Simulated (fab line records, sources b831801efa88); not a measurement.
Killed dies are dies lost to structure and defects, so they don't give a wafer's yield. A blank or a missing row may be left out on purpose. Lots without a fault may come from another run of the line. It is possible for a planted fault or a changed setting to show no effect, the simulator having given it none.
A lot that was struck, set against a sound lot :: flow sky130 :: 23 steps out of a route of 708
Sound: wafers L502.1, L502.3, L502.5. The struck wafers were L514.1, L514.3, L514.6. At the end, the cause is stated.
Order at every step that has rows: each side's tool, ch and its chambers, its first start. Under that, the readings that differ: sound wafers :: struck wafers :: difference of the means :: sigmas: that difference in standard deviations of wafers without a fault.
alike: words and numbers the same on both sides, and readings whose means are apart by under 2 such deviations; not compared: readings that were withheld, readings missing a value for some wafer, numbers with overlapping values and no deviation given by the record, and bounds like >300 which may hide the same value.
Wherever a step has rows on one side only, a row that says differs or no value, or a row with sigmas, the two part there. Numbers that have no deviation but don't overlap get no sigmas and don't part them. A reading that every wafer of one side lacks parts them only if that side has two wafers or more.

first, 1 step without rows for these wafers: SKY_CAP2M_DEVELOP_11 (develop time 60 s).
SKY_CAP2M_OVL_MEAS_12:
  sound on overlay-02 at day 41 10:56; struck on overlay-02 at day 44 16:40
  alike: CAP2M_OVL
SKY_CAP2M_METAL_ETCH_13: etches TiN in Cl2/BCl3, stops on SiO2, target depth 220 nm, time 62.9 s.
  sound on rie metal-03 ch 0,1, day 41 10:58; struck on rie metal-01 ch 0,1, day 44 16:42
  alike: drypump motor current A, oes product au, throttle valve pct
  not compared: rf hours counter h
SKY_CAP2M_STRIP_14: strips in O2/N2.
  sound on plasma asher-01 ch 0,1, day 41 11:03; struck on plasma asher-03 ch 0,1, day 44 16:47
  alike: drypump motor current A, oes product au, strip time to endpoint s
  not compared: rf hours counter h
then, 8 steps without rows for these wafers: SKY_CAP2M_STRIP_15 (strips in post etch residue remover, time 1200 s); SKY_CAP2M_CLEAN_16 (cleans in IPA, time 180 s); SKY_CAP2M_CLEAN_17 (cleans in O3/DIW); SKY_METAL4_DEHYDRATE_05 (time 60 s); SKY_METAL4_HMDS_06 (prime time 60 s); SKY_METAL4_COAT_07 (resist thk 60 nm); SKY_METAL4_COAT_08 (resist thk 1140 nm); SKY_METAL4_SOFTBAKE_09 (time 90 s).
SKY_METAL4_EXPOSE_10: exposes mask MM4, target cd 300 nm.
  sound on krf scanner-01 ch 0, day 41 23:08; struck on krf scanner-01 ch 0, day 45 04:20
reading: exposure dose mJ cm2
sound: 28.001 27.998 28.051
struck: 27.552 27.585 27.570
difference: -0.448
sigmas: -15
  alike: mask
then, 2 steps without rows for these wafers: SKY_METAL4_PEB_11; SKY_METAL4_DEVELOP_12 (develop time 60 s).
SKY_METAL4_CD_MEAS_13 targets a cd of 300 nm.
  sound on cd sem-02 at day 42 11:28; struck on cd sem-02 at day 45 14:31
reading: cd nm (nm)
sound: 298.5 298.8 299.5
struck: 293.9 286.5 291.3
difference: -8.4
sigmas: -6
SKY_METAL4_OVL_MEAS_14:
  sound on overlay-01 at day 42 11:35; struck on overlay-01 at day 45 14:38
  alike: METAL4_OVL
SKY_METAL4_DESCUM_15: chemistry O2, time 8 s.
  sound on rie metal-03 ch 0,1, day 42 11:37; struck on rie metal-02 ch 0,1, day 45 14:40
reading: model.METAL4.cd nm (nm)
sound: 299 299.2 299.6
struck: 293.7 286.9 291.3
difference: -8.6
sigmas: 
  alike: drypump motor current A, oes product au
  not compared: rf hours counter h
SKY_METAL4_ETCH_16: etches BARC in N2/H2, stops on SiO2, time 88.2 s, target depth 60 nm.
  sound on rie metal-03 ch 0,1, day 42 11:40; struck on rie metal-02 ch 0,1, day 45 14:42
  alike: drypump motor current A, oes product au, throttle valve pct
  not compared: rf hours counter h
SKY_METAL4_ETCH_17: etches SiO2 in C4F8/O2/Ar, stops on TiN, time 3.9 s, target depth 15 nm.
  sound on rie diel-04 ch 2,3, day 42 11:47; struck on rie diel-02 ch 1,3, day 45 14:48
  alike: oes product au
  not compared: rf hours counter h
SKY_METAL4_METAL_ETCH_18: etches the open film in Cl2/BCl3, stops on SiO2, target depth 845 nm, time 183.1 s.
  sound on rie metal-04 ch 0,1, day 42 11:49; struck on rie metal-04 ch 0,1, day 45 14:49
  alike: drypump motor current A, oes product au, throttle valve pct
  not compared: rf hours counter h, model.METAL4.cd nm
SKY_METAL4_STRIP_19: strips in O2/N2.
  sound on plasma asher-02 ch 0,1, day 42 11:59; struck on plasma asher-02 ch 0,1, day 45 15:00
  alike: drypump motor current A, oes product au, strip time to endpoint s
  not compared: rf hours counter h
-- the record jumps here: 4 days lie between the struck wafers' starts before and after (it left off in module METAL4 and takes up again in module PAD_OPEN, whose first step shown is number 708 of the route) --
SKY_PAD_OPEN_PROBE_99:
  sound on prober-01 at day 46 10:41; struck on prober-02 at day 49 04:33
  alike: defect limited yield, killed_at_M0_to_M3, killed_at_M4_up, killed at contacts, killed at front end, killed at other, killed dies, killed open, killed short, sort_bin_3_pad_short, sort_bin_5_function, sort_bin_6_memory, sort n pass, sort yield pct
  not compared: model.etest.met4.width nm, model.etest.met4.line ohm um

== WHERE THEY PART ==
Earliest at SKY_METAL4_EXPOSE_10; latest, in this record, at SKY_METAL4_CD_MEAS_13. Later steps at which nothing parts them and some readings are alike: SKY_METAL4_OVL_MEAS_14, SKY_METAL4_DESCUM_15, SKY_METAL4_ETCH_16, SKY_METAL4_ETCH_17, SKY_METAL4_METAL_ETCH_18, SKY_METAL4_STRIP_19, SKY_PAD_OPEN_PROBE_99.

WHY: whatever the simulator had introduced
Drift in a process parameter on krf scanner-01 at SKY_METAL4_EXPOSE_10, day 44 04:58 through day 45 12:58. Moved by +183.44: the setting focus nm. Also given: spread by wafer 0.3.
